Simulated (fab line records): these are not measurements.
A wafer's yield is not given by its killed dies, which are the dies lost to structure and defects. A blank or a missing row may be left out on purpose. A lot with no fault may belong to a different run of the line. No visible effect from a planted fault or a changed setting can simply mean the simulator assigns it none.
Which tool was responsible? | flow sky130 | 24 lots with 72 wafers sampled at 6 steps, on a route of 708 steps

## WHAT THE GAUGES READ, wafer by wafer
SKY_LOCAL_INTERCONNECT_OVL_MEAS_12.
lot  | measured     | on         | LOCAL_INTERCONNECT_OVL (nm)
L074 | day 29 23:29 | overlay-01 | 4 1 3
L075 | day 30 03:35 | overlay-02 | -1 -1 -5
L076 | day 30 18:38 | overlay-01 | 6 3 1
L077 | day 32 11:31 | overlay-02 | -5 4 -2
L079 | day 32 22:20 | overlay-01 | 2 2 3
L078 | day 33 02:28 | overlay-01 | 15 6 5
L080 | day 33 04:51 | overlay-02 | 3 4 0
L081 | day 33 12:41 | overlay-02 | 3 4 0
L082 | day 33 16:12 | overlay-01 | 7 3 7
L084 | day 33 22:18 | overlay-02 | 2 5 10
L083 | day 33 22:38 | overlay-01 | -1 -2 -12
L086 | day 34 13:14 | overlay-02 | 2 4 4
L085 | day 34 15:46 | overlay-01 | 2 -4 -1
L087 | day 34 19:07 | overlay-02 | 1 3 5
L088 | day 35 04:15 | overlay-01 | 2 3 1
L089 | day 35 08:29 | overlay-02 | 4 6 6
L090 | day 35 15:39 | overlay-01 | 4 -1 2
L091 | day 35 18:56 | overlay-02 | 7 9 5
L092 | day 36 02:36 | overlay-02 | 11 6 8
L093 | day 36 08:19 | overlay-01 | 2 3 6
L094 | day 36 22:45 | overlay-01 | 6 4 6
L095 | day 37 04:07 | overlay-01 | 2 -5 -4
L096 | day 37 08:27 | overlay-02 | 3 8 3
L097 | day 37 15:51 | overlay-01 | 6 6 3

SKY_VIA2_CD_MEAS_12: the cd target is 200 nm.
lot  | measured     | on        | cd_nm (nm)
L074 | day 35 23:28 | cd_sem-01 | 199.7 198.9 201.3
L075 | day 36 01:23 | cd_sem-01 | 200.7 200.6 201.6
L076 | day 36 16:04 | cd_sem-01 | 199.4 198.1 200.2
L077 | day 38 08:16 | cd_sem-01 | 201.6 202.2 201.3
L079 | day 38 17:13 | cd_sem-02 | 199.3 196.9 197.8
L078 | day 38 19:59 | cd_sem-01 | 201.4 202.3 202.9
L080 | day 38 23:50 | cd_sem-01 | 201.0 201.4 202.1
L081 | day 39 05:53 | cd_sem-01 | 199.8 200.5 199.4
L082 | day 39 10:42 | cd_sem-02 | 200.1 199.0 198.7
L084 | day 39 15:33 | cd_sem-01 | 202.0 202.0 202.9
L083 | day 39 15:54 | cd_sem-01 | 199.3 200.8 200.9
L086 | day 40 04:34 | cd_sem-01 | 199.2 199.9 199.5
L085 | day 40 05:58 | cd_sem-01 | 200.7 201.0 200.4
L087 | day 40 10:13 | cd_sem-02 | 200.9 199.3 200.0
L088 | day 40 18:07 | cd_sem-01 | 198.4 201.2 198.9
L089 | day 40 21:42 | cd_sem-01 | 200.9 202.1 201.1
L090 | day 41 05:57 | cd_sem-02 | 200.1 201.2 201.2
L091 | day 41 07:04 | cd_sem-02 | 203.2 202.5 201.2
L092 | day 41 15:01 | cd_sem-02 | 199.8 199.7 199.1
L093 | day 41 21:16 | cd_sem-02 | 200.0 199.6 200.0
L094 | day 42 10:01 | cd_sem-01 | 203.9 204.3 203.1
L095 | day 42 15:16 | cd_sem-02 | 200.3 200.5 200.5
L096 | day 42 17:54 | cd_sem-01 | 200.3 200.5 201.1
L097 | day 43 01:01 | cd_sem-02 | 199.6 200.7 199.7

SKY_VIA4_THK_MEAS_20: measures by xrf.
lot  | measured     | on            | VIA4_W_THK (nm)
L074 | day 42 13:10 | film_metro-03 | 516 514 517
L075 | day 42 15:19 | film_metro-03 | 502 505 498
L076 | day 43 03:16 | film_metro-03 | 514 508 515
L077 | day 44 14:43 | film_metro-04 | 500 504 505
L079 | day 44 23:00 | film_metro-03 | 509 510 510
L078 | day 45 01:14 | film_metro-01 | 519 515 511
L080 | day 45 05:12 | film_metro-04 | 497 499 494
L081 | day 45 10:33 | film_metro-01 | 512 526 518
L082 | day 45 13:58 | film_metro-03 | 510 512 506
L084 | day 45 17:47 | film_metro-04 | 495 503 498
L083 | day 45 19:05 | film_metro-04 | 500 495 497
L086 | day 46 05:14 | film_metro-03 | 504 501 504
L085 | day 46 08:04 | film_metro-01 | 518 518 518
L087 | day 46 09:16 | film_metro-04 | 500 503 504
L088 | day 46 16:41 | film_metro-04 | 500 507 503
L089 | day 46 20:03 | film_metro-04 | 498 498 498
L090 | day 47 03:34 | film_metro-03 | 504 504 501
L091 | day 47 05:31 | film_metro-03 | 508 520 507
L092 | day 47 11:12 | film_metro-03 | 511 515 512
L093 | day 47 16:17 | film_metro-03 | 512 506 515
L094 | day 48 04:13 | film_metro-01 | 517 505 515
L095 | day 48 08:33 | film_metro-01 | 510 508 509
L096 | day 48 08:39 | film_metro-03 | 514 518 513
L097 | day 48 13:58 | film_metro-04 | 509 496 504

SKY_METAL5_RS_MEAS_05: a four-point-probe measurement.
lot  | measured     | on            | METAL5_ALCU_RS (ohm/sq)
L074 | day 42 13:42 | film_metro-02 | 0.02675 0.02675 0.02702
L075 | day 42 15:52 | film_metro-02 | 0.0272 0.02717 0.02725
L076 | day 43 03:49 | film_metro-02 | 0.02751 0.02749 0.02749
L077 | day 44 15:16 | film_metro-04 | 0.02759 0.02752 0.02773
L079 | day 44 23:32 | film_metro-03 | 0.0274 0.02724 0.02747
L078 | day 45 01:48 | film_metro-04 | 0.02695 0.02693 0.02709
L080 | day 45 05:44 | film_metro-04 | 0.02695 0.02689 0.02693
L081 | day 45 11:05 | film_metro-04 | 0.02701 0.0269 0.02701
L082 | day 45 14:31 | film_metro-02 | 0.02714 0.0273 0.02726
L084 | day 45 18:20 | film_metro-02 | 0.0272 0.02716 0.02713
L083 | day 45 19:38 | film_metro-02 | 0.02701 0.02733 0.02686
L086 | day 46 05:54 | film_metro-02 | 0.02719 0.02699 0.0271
L085 | day 46 08:46 | film_metro-03 | 0.02698 0.02703 0.027
L087 | day 46 09:49 | film_metro-02 | 0.02736 0.02749 0.02733
L088 | day 46 17:14 | film_metro-04 | 0.02705 0.02714 0.02712
L089 | day 46 20:34 | film_metro-03 | 0.02707 0.02718 0.02704
L090 | day 47 04:06 | film_metro-03 | 0.02725 0.02751 0.02729
L091 | day 47 06:16 | film_metro-02 | 0.02713 0.02688 0.02693
L092 | day 47 11:58 | film_metro-02 | 0.02734 0.02719 0.02707
L093 | day 47 16:50 | film_metro-04 | 0.0267 0.02702 0.02696
L094 | day 48 04:44 | film_metro-02 | 0.0273 0.02734 0.02735
L095 | day 48 09:05 | film_metro-03 | 0.0268 0.02686 0.02686
L096 | day 48 09:11 | film_metro-02 | 0.02719 0.0271 0.02709
L097 | day 48 14:29 | film_metro-03 | 0.02701 0.0273 0.02719

SKY_PASSIVATION_THK_MEAS_01.
lot  | measured     | on            | PASSIVATION_CVD_00_THK (nm)
L074 | day 43 12:49 | film_metro-04 | 89.1 89.3 89.4
L075 | day 43 15:37 | film_metro-01 | 87.6 89.3 90.0
L076 | day 44 03:25 | film_metro-02 | 88.0 88.5 89.5
L077 | day 45 13:31 | film_metro-02 | 89.2 90.8 90.8
L079 | day 45 21:14 | film_metro-01 | 89.3 91.2 89.4
L078 | day 45 23:02 | film_metro-01 | 91.2 90.5 91.7
L080 | day 46 02:22 | film_metro-01 | 89.4 90.6 89.3
L081 | day 46 08:24 | film_metro-02 | 90.0 90.4 90.4
L082 | day 46 11:23 | film_metro-04 | 88.2 89.7 89.6
L084 | day 46 15:48 | film_metro-01 | 87.6 90.5 89.3
L083 | day 46 16:22 | film_metro-02 | 88.7 89.3 90.2
L086 | day 47 02:41 | film_metro-02 | 88.4 88.8 89.3
L085 | day 47 06:09 | film_metro-04 | 88.8 91.5 91.5
L087 | day 47 06:49 | film_metro-02 | 89.1 88.3 90.9
L088 | day 47 14:41 | film_metro-02 | 89.4 88.7 90.2
L089 | day 47 17:42 | film_metro-01 | 89.4 89.6 90.3
L090 | day 48 01:28 | film_metro-02 | 89.5 88.7 90.8
L091 | day 48 04:28 | film_metro-04 | 89.0 88.0 90.6
L092 | day 48 08:04 | film_metro-02 | 89.1 89.7 90.3
L093 | day 48 12:51 | film_metro-02 | 89.1 89.2 90.7
L094 | day 49 00:08 | film_metro-02 | 87.8 89.4 90.1
L095 | day 49 04:11 | film_metro-01 | 88.5 89.1 90.5
L096 | day 49 04:29 | film_metro-01 | 89.0 89.1 90.3
L097 | day 49 09:02 | film_metro-01 | 89.0 87.8 88.8

## WHAT TOOL EACH LOT RAN ON (gives the tool, then ch and the chambers of the sampled wafers, and finally the start)
lot  | SKY_LOCAL_INTERCONNECT_SPUTTER_00
L074 | pvd_sputter-03, day 28 18:53
L075 | pvd_sputter-02, day 28 23:38
L076 | pvd_sputter-02, day 29 14:26
L077 | pvd_sputter-02, day 31 07:24
L079 | pvd_sputter-04, day 31 18:46
L078 | pvd_sputter-04, day 31 23:09
L080 | pvd_sputter-03, day 32 01:26
L081 | pvd_sputter-03, day 32 09:50
L082 | pvd_sputter-02, day 32 13:40
L084 | pvd_sputter-04, day 32 18:56
L083 | pvd_sputter-02, day 32 19:18
L086 | pvd_sputter-02, day 33 10:18
L085 | pvd_sputter-04, day 33 12:59
L087 | pvd_sputter-02, day 33 16:02
L088 | pvd_sputter-04, day 34 01:08
L089 | pvd_sputter-04, day 34 05:50
L090 | pvd_sputter-02, day 34 13:09
L091 | pvd_sputter-02, day 34 16:50
L092 | pvd_sputter-04, day 34 23:32
L093 | pvd_sputter-04, day 35 05:51
L094 | pvd_sputter-04, day 35 20:20
L095 | pvd_sputter-03, day 36 01:46
L096 | pvd_sputter-04, day 36 06:57
L097 | pvd_sputter-02, day 36 13:59
- SKY_LOCAL_INTERCONNECT_SPUTTER_00: material TiN, target thk 100 nm, time 83.3 s.

## AS READ BY THE TOOLS THEMSELVES (means over the sampled wafers that have a number; for cases with no such wafer, the mark the record gives instead)
SKY_LOCAL_INTERCONNECT_SPUTTER_00.
lot  | tool           | throttle_valve_pct (%)
L074 | pvd_sputter-03 | 29.6
L075 | pvd_sputter-02 | 30.0
L076 | pvd_sputter-02 | 30.0
L077 | pvd_sputter-02 | 31.2
L079 | pvd_sputter-04 | 28.3
L078 | pvd_sputter-04 | 28.9
L080 | pvd_sputter-03 | 29.9
L081 | pvd_sputter-03 | 29.6
L082 | pvd_sputter-02 | 30.5
L084 | pvd_sputter-04 | 28.6
L083 | pvd_sputter-02 | 30.5
L086 | pvd_sputter-02 | 30.0
L085 | pvd_sputter-04 | 29.5
L087 | pvd_sputter-02 | 31.3
L088 | pvd_sputter-04 | 28.8
L089 | pvd_sputter-04 | 27.9
L090 | pvd_sputter-02 | 30.8
L091 | pvd_sputter-02 | 30.1
L092 | pvd_sputter-04 | 29.1
L093 | pvd_sputter-04 | 28.7
L094 | pvd_sputter-04 | 28.3
L095 | pvd_sputter-03 | 29.7
L096 | pvd_sputter-04 | 28.4
L097 | pvd_sputter-02 | 30.5

## THE ANSWER, worked out from the rows above alone
Rule: the usual values come from the lots themselves. Put in order of their means at a reading, lots are off if they are a third of the lots or fewer, leave a main group of 4 or more, and stand apart from it by a gap of 3 or more times the standard deviation of the main group's means; of several such gaps the widest counts. A main group whose means are all the same, to the digits that the tables above print for the reading, isn't used. Also off: a lot with no number at a reading for which 4 or more lots have one. The other lots that the step has rows for count as sound. After the gauges, taken in route order, come the tools' own readings; for these a lot's mean is taken, as printed above. The first step at which some lot is off is used, and at that step the reading that is off furthest; a lot without a number counts as furthest.
No lot is off at any reading shown: from this, nothing can be told.

## WHAT THE SIMULATOR PUT IN
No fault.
